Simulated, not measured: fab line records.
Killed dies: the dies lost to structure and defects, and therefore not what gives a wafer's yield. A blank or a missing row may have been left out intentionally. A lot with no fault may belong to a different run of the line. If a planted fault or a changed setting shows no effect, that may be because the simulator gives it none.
Which tool is to blame? || flow sfq-line || 21 wafers from 7 lots sampled at 2 of the route's 325 steps

## WHAT THE GAUGES SHOWED, per wafer
SFQ_L0_RS_MEAS_901: measures by four-point-probe.
{"lot": "L268", "measured": "day 1 17:34", "on": "film-metro-04", "L0_MONX_KI_RS (ohm/sq)": "43.6 44.2 43.9"}
{"lot": "L270", "measured": "day 2 03:34", "on": "film-metro-03", "L0_MONX_KI_RS (ohm/sq)": "42.9 42.8 42.5"}
{"lot": "L272", "measured": "day 2 13:34", "on": "film-metro-03", "L0_MONX_KI_RS (ohm/sq)": "43.9 44.1 43.4"}
{"lot": "L275", "measured": "day 3 04:34", "on": "film-metro-01", "L0_MONX_KI_RS (ohm/sq)": "43.5 43.5 43.0"}
{"lot": "L278", "measured": "day 3 19:34", "on": "film-metro-01", "L0_MONX_KI_RS (ohm/sq)": "43.6 42.5 42.6"}
{"lot": "L287", "measured": "day 5 16:35", "on": "film-metro-04", "L0_MONX_KI_RS (ohm/sq)": "58.3 42.0 43.4"}
{"lot": "L289", "measured": "day 6 02:35", "on": "film-metro-03", "L0_MONX_KI_RS (ohm/sq)": "44.4 43.9 44.1"}

## WHICH TOOL RAN EACH LOT (tool, then ch and the chambers of the sampled wafers, then the start)
{"lot": "L268", "SFQ_TRILAYER_L0_DEP_SPUTTER_003": "pvd-sputter-05, day 1 17:29"}
{"lot": "L270", "SFQ_TRILAYER_L0_DEP_SPUTTER_003": "pvd-sputter-03, day 2 03:29"}
{"lot": "L272", "SFQ_TRILAYER_L0_DEP_SPUTTER_003": "pvd-sputter-03, day 2 13:29"}
{"lot": "L275", "SFQ_TRILAYER_L0_DEP_SPUTTER_003": "pvd-sputter-04, day 3 04:29"}
{"lot": "L278", "SFQ_TRILAYER_L0_DEP_SPUTTER_003": "pvd-sputter-03, day 3 19:29"}
{"lot": "L287", "SFQ_TRILAYER_L0_DEP_SPUTTER_003": "pvd-sputter-03, day 5 16:29"}
{"lot": "L289", "SFQ_TRILAYER_L0_DEP_SPUTTER_003": "pvd-sputter-05, day 6 02:29"}
- SFQ_TRILAYER_L0_DEP_SPUTTER_003: material MoNx KI, target thk 40 nm, time 100 s.

## THE ANSWER, worked out from the rows above alone
Rule: usual is defined by the lots themselves. The widest of any qualifying gaps counts: lots, ordered by their means at a reading, are off when they make up no more than a third of the lots, leave a main group of 4 or more, and stand apart from it by 3 or more times the standard deviation of that group's means. A main group whose means are all the same, to the digits that the tables above print for the reading, isn't used. A lot without any number at a reading at which 4 lots or more have one is off too. Any other lot the step has rows for is counted as sound.
Off: L287, seen at SFQ_L0_RS_MEAS_901 (L0_MONX_KI_RS). Mean 43.5 ohm/sq and standard deviation 0.52 in the main group.
A tool fits if, at a process step before that reading, it ran every lot that is off, and no sound lot after the first of them. The gauges at SFQ_L0_RS_MEAS_901 are tried like those tools. This does not decide it: 2 tools fit, namely pvd-sputter-03 at SFQ_TRILAYER_L0_DEP_SPUTTER_003 and film-metro-04 at SFQ_L0_RS_MEAS_901.

## WHAT THE SIMULATOR PUT IN
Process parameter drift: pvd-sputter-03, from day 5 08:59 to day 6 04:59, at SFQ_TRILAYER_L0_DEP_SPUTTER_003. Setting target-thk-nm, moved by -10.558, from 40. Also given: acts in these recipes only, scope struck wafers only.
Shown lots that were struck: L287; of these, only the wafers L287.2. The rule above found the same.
